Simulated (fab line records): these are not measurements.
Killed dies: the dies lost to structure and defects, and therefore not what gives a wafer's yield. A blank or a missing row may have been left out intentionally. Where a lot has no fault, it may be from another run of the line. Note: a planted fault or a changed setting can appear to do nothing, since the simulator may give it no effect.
fab line records -- flow sky130
[record] lots = 13, wafers = 39, last-day = 50
route steps=708 shown PWDE@54 METAL3@565 VIA3@586 METAL5@661 PAD_OPEN@708
lots that met no fault: taken from a fault-free run of the same line
start-h: hours from the record's first day to the start of the lot's first wafer shown -- wait-h: hours since the lot's step before -- " unchanged from the row above -- L1.1+2: several wafers, shown together as one row -- - value missing, or start not given -- * or withheld: withheld -- < > ~ a bound
route shown NAME@n: a module of which the file shows steps, and the number in the route of the first -- usual: mean and standard deviation over wafers with no fault -- same: alike in all rows -- chamber/n: place in a boat -- sites: per-site readings -- _std_site: their standard deviation -- _edge_site: mean of outer sites minus mean of inner sites -- radius-mm: how far each site lies from the wafer's centre -- mask NAME#n: copy n -- behind: the last tool/chamber to shape the wafer -- hold: why the lot was held/for how many hours/how that ended -- device: the transistor (n, p or np) that didn't switch -- end of line: the tests these same wafers got at the end of their route -- where a step has no rows: the recipe by itself -- killed: dies lost to structure and defects at the first sort, not the wafer's yield -- map: a wafer's dies, x killed, . not, _ none there
set.NAME: the run value of the setting; set.NAME@STEP: its run value at that earlier step -- model.NAME: the simulator's own value behind a step, which no gauge read
the route's steps for a sample of lots (tables are steps, rows are wafers)
services: when a tool's chamber went out of use (start-h, in hours from the record's first day, below 0 if earlier), for how many hours, and the reason
[[steps]]
[step SKY_PWDE_STRIP_09]
[recipe] chemistry = O2/N2, power-w = 1400, pressure-mtorr = 1500, platen-temp-c = withheld, o2-flow-sccm = 3000, n2-flow-sccm = 300, overash-fraction = 0.5
[usual] drypump-motor-current-A = 5.5/0.47, n2-flow-sccm = 299.8/1, oes-product-au = 0.722/0.0044, strip-time-to-endpoint-s = 36.91/0.1
[same] overash-fraction = 0.5
lot.wafer,tool,chamber,start-h,wait-h,drypump-motor-current-A,n2-flow-sccm,oes-product-au,rf-hours-counter-h,strip-time-to-endpoint-s
L487.2,plasma-asher-04,0,71.11,0.1,5.5,300.7,0.722,39,37.00
L487.3,plasma-asher-04,1,71.11,0.1,5.0,297.6,0.727,-,36.88
L487.5,plasma-asher-04,0,71.11,0.1,5.5,299.9,0.721,-,37.00
L488.1,plasma-asher-03,0,76.25,0.1,5.1,301.3,0.715,37,36.82
L488.2,plasma-asher-03,1,76.25,0.1,5.3,299.4,0.728,37,36.75
L488.3,plasma-asher-03,0,76.25,0.1,5.1,300.6,0.724,-,36.75
L489.2,plasma-asher-01,0,80.81,0.1,6.2,300.0,0.718,41,36.88
L489.3,plasma-asher-01,1,80.81,0.1,6.0,301.4,0.722,-,36.76
L489.4,plasma-asher-01,0,80.81,0.1,6.2,300.6,0.725,-,36.68
L490.1,plasma-asher-01,0,86.80,0.1,6.2,299.1,0.722,41,36.72
L490.4,plasma-asher-01,1,86.80,0.1,6.0,299.3,0.719,-,36.87
L490.5,plasma-asher-01,0,86.80,0.1,6.2,299.9,0.723,-,36.81
L493.2,plasma-asher-01,0,102.86,0.1,6.2,298.3,0.722,43,36.91
L493.3,plasma-asher-01,1,102.86,0.1,6.0,301.2,0.718,-,36.83
L493.5,plasma-asher-01,0,102.86,0.1,6.2,299.6,0.726,-,36.89
L492.1,plasma-asher-03,1,103.14,0.1,5.3,301.2,0.719,39,37.12
L492.2,plasma-asher-03,0,103.14,0.1,5.1,301.4,0.723,39,37.07
L492.5,plasma-asher-03,1,103.14,0.1,5.3,301.4,0.719,-,36.94
L495.3,plasma-asher-01,1,112.84,0.1,6.0,300.1,0.724,-,36.81
L495.5,plasma-asher-01,1,112.84,0.1,6.1,300.3,0.725,-,36.97
L495.6,plasma-asher-01,0,112.84,0.1,6.2,299.6,0.722,-,36.95
L497.1,plasma-asher-04,1,127.99,0.1,4.9,300.2,0.718,1,36.92
L497.2,plasma-asher-04,0,127.99,0.1,5.4,299.9,0.720,1,36.85
L497.4,plasma-asher-04,0,127.99,0.1,5.4,299.3,0.725,-,36.95
L498.1,plasma-asher-03,1,136.19,0.1,5.3,299.1,0.716,43,36.72
L498.2,plasma-asher-03,0,136.19,0.1,5.1,299.8,0.726,43,36.89
L498.6,plasma-asher-03,1,136.19,0.1,5.3,298.8,0.728,-,36.82
L499.3,plasma-asher-01,1,136.58,0.1,6.0,299.3,0.724,-,37.04
L499.4,plasma-asher-01,0,136.58,0.1,6.2,299.1,0.725,-,36.91
L499.5,plasma-asher-01,1,136.58,0.1,6.0,298.8,0.728,-,36.96
L500.1,plasma-asher-03,0,143.11,0.1,5.1,299.8,0.720,43,36.98
L500.3,plasma-asher-03,0,143.11,0.1,5.1,300.9,0.717,-,36.85
L500.5,plasma-asher-03,1,143.11,0.1,5.3,298.8,0.719,-,36.92
L507.2,plasma-asher-01,1,181.50,0.1,6.0,298.5,0.720,51,36.95
L507.4,plasma-asher-01,1,181.50,0.1,6.0,297.3,0.715,-,36.92
L507.6,plasma-asher-01,1,181.50,0.1,6.0,298.3,0.716,-,37.11
L509.1,plasma-asher-04,0,190.69,0.1,5.5,299.8,0.720,7,36.82
L509.3,plasma-asher-04,0,190.69,0.1,5.4,298.3,0.725,-,36.98
L509.5,plasma-asher-04,0,190.69,0.1,5.4,300.7,0.713,-,37.00
[step SKY_METAL3_DESCUM_15]
[recipe] chemistry = O2, source-power-w = 150, bias-power-w = 0, pressure-mtorr = 10, temp-c = 40, time-s = 8
[usual] drypump-motor-current-A = 5.5/0.61, oes-product-au = 1.001/0.0093
lot.wafer,tool,chamber,start-h,wait-h,drypump-motor-current-A,oes-product-au,rf-hours-counter-h
L487.2,rie-metal-01,0,913.34,0.0,5.6,1.006,2
L487.3,rie-metal-01,1,913.34,0.0,5.2,1.012,-
L487.5,rie-metal-01,0,913.34,0.0,5.6,1.002,-
L488.1,rie-metal-03,0,916.86,0.0,5.0,0.985,6
L488.2,rie-metal-03,1,916.86,0.0,6.6,1.005,10
L488.3,rie-metal-03,1,916.86,0.0,6.6,0.993,-
L489.2,rie-metal-03,1,919.12,0.0,6.7,1.009,10
L489.3,rie-metal-03,0,919.12,0.0,5.0,0.998,-
L489.4,rie-metal-03,1,919.12,0.0,6.6,1.010,-
L490.1,rie-metal-03,0,921.97,0.0,5.0,0.992,7
L490.4,rie-metal-03,1,921.97,0.0,6.6,1.006,-
L490.5,rie-metal-03,0,921.97,0.0,5.0,1.005,-
L493.2,rie-metal-03,0,943.69,0.0,5.1,0.997,8
L493.3,rie-metal-03,1,943.69,0.0,6.6,1.002,-
L493.5,rie-metal-03,1,943.69,0.0,6.6,1.005,-
L492.1,rie-metal-01,1,946.22,0.0,5.1,1.008,11
L492.2,rie-metal-01,0,946.22,0.0,5.6,1.012,4
L492.5,rie-metal-01,1,946.22,0.0,5.1,1.004,-
L495.3,rie-metal-02,0,958.75,0.0,5.1,0.988,-
L495.5,rie-metal-02,0,958.75,0.0,5.1,0.995,-
L495.6,rie-metal-02,1,958.75,0.0,5.3,0.996,-
L497.1,rie-metal-02,0,977.29,0.0,5.1,1.008,19
L497.2,rie-metal-02,0,977.29,0.0,5.1,1.001,-
L497.4,rie-metal-02,0,977.29,0.0,5.1,0.997,-
L498.1,rie-metal-03,1,989.02,0.0,6.6,0.997,13
L498.2,rie-metal-03,0,989.02,0.0,5.1,0.987,10
L498.6,rie-metal-03,1,989.02,0.0,6.6,0.992,-
L499.3,rie-metal-01,0,993.43,0.0,5.6,0.997,-
L499.4,rie-metal-01,1,993.43,0.0,5.1,1.014,-
L499.5,rie-metal-01,1,993.43,0.0,5.1,1.023,-
L500.1,rie-metal-01,1,998.66,0.0,5.1,1.023,14
L500.3,rie-metal-01,1,998.66,0.0,5.2,1.016,-
L500.5,rie-metal-01,1,998.66,0.0,5.1,1.019,-
L507.2,rie-metal-03,1,1040.22,0.0,6.7,0.996,16
L507.4,rie-metal-03,0,1040.22,0.0,5.0,0.991,-
L507.6,rie-metal-03,0,1040.22,0.0,5.0,0.994,-
L509.1,rie-metal-02,0,1048.17,0.0,5.1,1.002,1
L509.3,rie-metal-02,0,1048.17,0.0,5.1,1.000,-
L509.5,rie-metal-02,1,1048.17,0.0,5.2,1.001,-
[step SKY_VIA3_OVL_MEAS_13]
[usual] VIA3_OVL = 2/5.5
lot.wafer,tool,chamber,start-h,wait-h,VIA3_OVL[nm]
L487.2,overlay-02,-,939.21,0.1,1
L487.3,overlay-02,-,939.21,0.1,7
L487.5,overlay-02,-,939.21,0.1,2
L488.1,overlay-02,-,943.64,0.1,8
L488.2,overlay-02,-,943.64,0.1,2
L488.3,overlay-02,-,943.64,0.1,3
L489.2,overlay-01,-,945.26,0.1,4
L489.3,overlay-01,-,945.26,0.1,1
L489.4,overlay-01,-,945.26,0.1,0
L490.1,overlay-02,-,947.69,0.1,2
L490.4,overlay-02,-,947.69,0.1,0
L490.5,overlay-02,-,947.69,0.1,-3
L493.2,overlay-01,-,969.66,0.1,6
L493.3,overlay-01,-,969.66,0.1,2
L493.5,overlay-01,-,969.66,0.1,0
L492.1,overlay-01,-,971.74,0.1,4
L492.2,overlay-01,-,971.74,0.1,9
L492.5,overlay-01,-,971.74,0.1,5
L495.3,overlay-01,-,984.10,0.1,-1
L495.5,overlay-01,-,984.10,0.1,1
L495.6,overlay-01,-,984.10,0.1,-1
L497.1,overlay-02,-,1002.44,0.1,1
L497.2,overlay-02,-,1002.44,0.1,-2
L497.4,overlay-02,-,1002.44,0.1,-2
L498.1,overlay-01,-,1013.64,0.1,-1
L498.2,overlay-01,-,1013.64,0.1,0
L498.6,overlay-01,-,1013.64,0.1,-1
L499.3,overlay-02,-,1017.70,0.1,2
L499.4,overlay-02,-,1017.70,0.1,2
L499.5,overlay-02,-,1017.70,0.1,6
L500.1,overlay-02,-,1023.49,0.1,9
L500.3,overlay-02,-,1023.49,0.1,6
L500.5,overlay-02,-,1023.49,0.1,9
L507.2,overlay-02,-,1064.04,0.1,-12
L507.4,overlay-02,-,1064.04,0.1,-9
L507.6,overlay-02,-,1064.04,0.1,-8
L509.1,overlay-01,-,1071.99,0.1,1
L509.3,overlay-01,-,1071.99,0.1,-2
L509.5,overlay-01,-,1071.99,0.1,-1
[step SKY_METAL5_SPUTTER_00]
[recipe] material = Ti, target-thk-nm = 15, power-w = 3000, time-s = 10, chamber-pressure-pa = 0.4
[usual] throttle-valve-pct = 30.3/1.4
lot.wafer,tool,chamber,start-h,wait-h,throttle-valve-pct
L487.2,pvd-sputter-04,-,1015.75,0.2,29.7
L487.3,pvd-sputter-04,-,1015.75,0.2,31.5
L487.5,pvd-sputter-04,-,1015.75,0.2,31.8
L488.1,pvd-sputter-02,-,1019.54,0.1,29.9
L488.2,pvd-sputter-02,-,1019.54,0.1,26.8
L488.3,pvd-sputter-02,-,1019.54,0.1,29.5
L489.2,pvd-sputter-04,-,1021.74,0.1,31.2
L489.3,pvd-sputter-04,-,1021.74,0.1,31.7
L489.4,pvd-sputter-04,-,1021.74,0.1,31.6
L490.1,pvd-sputter-04,-,1022.70,0.1,31.1
L490.4,pvd-sputter-04,-,1022.70,0.1,31.6
L490.5,pvd-sputter-04,-,1022.70,0.1,31.5
L493.2,pvd-sputter-02,-,1044.51,0.2,26.9
L493.3,pvd-sputter-02,-,1044.51,0.2,29.6
L493.5,pvd-sputter-02,-,1044.51,0.2,30.0
L492.1,pvd-sputter-04,-,1046.23,0.1,29.6
L492.2,pvd-sputter-04,-,1046.23,0.1,31.3
L492.5,pvd-sputter-04,-,1046.23,0.1,31.5
L495.3,pvd-sputter-04,-,1056.44,0.2,31.1
L495.5,pvd-sputter-04,-,1056.44,0.2,31.1
L495.6,pvd-sputter-04,-,1056.44,0.2,31.4
L497.1,pvd-sputter-02,-,1074.41,0.2,29.7
L497.2,pvd-sputter-02,-,1074.41,0.2,29.9
L497.4,pvd-sputter-02,-,1074.41,0.2,30.1
L498.1,pvd-sputter-02,-,1084.47,0.1,30.2
L498.2,pvd-sputter-02,-,1084.47,0.1,29.7
L498.6,pvd-sputter-02,-,1084.47,0.1,26.7
L499.3,pvd-sputter-04,-,1087.90,0.1,31.1
L499.4,pvd-sputter-04,-,1087.90,0.1,31.8
L499.5,pvd-sputter-04,-,1087.90,0.1,31.3
L500.1,pvd-sputter-04,-,1094.25,0.1,31.2
L500.3,pvd-sputter-04,-,1094.25,0.1,29.3
L500.5,pvd-sputter-04,-,1094.25,0.1,31.6
L507.2,pvd-sputter-02,-,1130.04,0.2,29.7
L507.4,pvd-sputter-02,-,1130.04,0.2,29.5
L507.6,pvd-sputter-02,-,1130.04,0.2,26.7
L509.1,pvd-sputter-02,-,1137.23,0.1,29.7
L509.3,pvd-sputter-02,-,1137.23,0.1,29.5
L509.5,pvd-sputter-02,-,1137.23,0.1,26.8
[step SKY_PAD_OPEN_PROBE_99]
[usual] killed_at_M0_to_M3 = 43/7.1, killed_at_M4_up = 3/1.7, killed-at-contacts = 25/5.6, killed-at-front-end = 16/4.1, killed-at-other = 0.2/0.49, killed-dies = 87/9.8, killed-on-rim = 17/3.8, killed-open = 47/7.6, killed-short = 40/6.1
[same] gross-dies = 492, killed-at-back-side = 0
lot.wafer,tool,chamber,start-h,wait-h,killed_at_M0_to_M3,killed_at_M4_up,killed-at-contacts,killed-at-front-end,killed-at-other,killed-dies,killed-on-rim,killed-open,killed-short
L507.2,prober-02,-,1185.82,0.1,57,6,31,43,1,138,30,54,51
L507.4,prober-02,-,1185.92,0.2,31,2,33,45,0,111,26,34,40
L507.6,prober-02,-,1186.02,0.2,29,3,19,51,1,103,24,38,28
// killed by level:class
L507.2 PWDE:unspecified=33 CONTACT:geometric-particle:open=12 VIA3:geometric-particle:open=11 VIA1:geometric-particle:open=8 LI_CONTACT:geometric-particle:open=7 VIA1:geometric-particle:short=7 METAL2:geometric-particle:short=6 FIELD_ISO:geometric-particle:short=5
L507.4 PWDE:unspecified=37 CONTACT:geometric-particle:open=10 LI_CONTACT:geometric-particle:open=8 CONTACT:geometric-particle:short=7 VIA1:geometric-particle:open=7 LOCAL_INTERCONNECT:geometric-particle:short=6 METAL1:geometric-particle:short=5 POLY_GATE:geometric-particle:short=4
L507.6 PWDE:unspecified=37 VIA1:geometric-particle:open=9 FIELD_ISO:geometric-particle:open=7 CONTACT:geometric-particle:open=5 VIA1:geometric-particle:short=5 VIA2:geometric-particle:open=5 LOCAL_INTERCONNECT:geometric-particle:short=4 LI_CONTACT:geometric-particle:short=4
[[services]]
tool,chamber,start-h,hours,kind
pvd-sputter-02,-,83.93,1.5,repair
plasma-asher-01,-,182.47,1.2,repair
rie-metal-03,-,223.29,0.1,repair
rie-metal-03,-,241.19,28.1,pm
plasma-asher-01,-,263.81,0.4,repair
pvd-sputter-02,-,283.20,1.0,repair
rie-metal-03,1,296.87,28.5,repair
rie-metal-03,-,320.80,5.0,repair
rie-metal-03,-,336.55,1.4,pm
rie-metal-03,-,339.98,0.7,repair
pvd-sputter-02,-,450.35,0.7,repair
pvd-sputter-02,-,471.85,2.5,repair
plasma-asher-01,-,472.60,2.8,pm
rie-metal-03,0,474.91,8.8,repair
pvd-sputter-02,-,492.34,4.8,repair
pvd-sputter-04,-,502.45,21.4,repair
pvd-sputter-02,-,506.17,1.0,repair
plasma-asher-01,-,529.24,4.1,repair
rie-metal-03,-,598.00,0.3,repair
pvd-sputter-04,-,614.51,5.1,repair
rie-metal-03,0,623.02,6.0,repair
pvd-sputter-04,-,886.14,12.2,repair
pvd-sputter-04,-,902.64,3.2,repair
pvd-sputter-04,-,1035.10,1.0,repair
[[key]]
[first-sign] step = SKY_PAD_OPEN_PROBE_99, reading = killed-at-front-end, direction = up, sigmas = 7.6, usual = 16, struck = 46
[effect] step = SKY_PAD_OPEN_PROBE_99, reading = killed-dies, direction = up, sigmas = 3.1, usual = 87, struck = 117
met-at SKY_PWDE_STRIP_09
struck-lots L507
struck-wafers L507.2,L507.4,L507.6
tester-left-out L507
not-acting-at SKY_METAL3_DESCUM_15,SKY_VIA3_OVL_MEAS_13,SKY_METAL5_SPUTTER_00
onset-between 136.58 181.50
[fault] kind = chamber-particle-source, tool = plasma-asher-01, chamber = 1, onset-h = 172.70, steps = SKY_PWDE_STRIP_09, rate-per-visit-cm2 = 1.5283, end-h = 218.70
// tester-left-out: of these lots the tester's yield and bins aren't shown, on N5 and GAA mostly nor the transistor test; their killed dies are dies lost to structure and defects alone, not to doping, threshold or leakage, so they don't give the yield
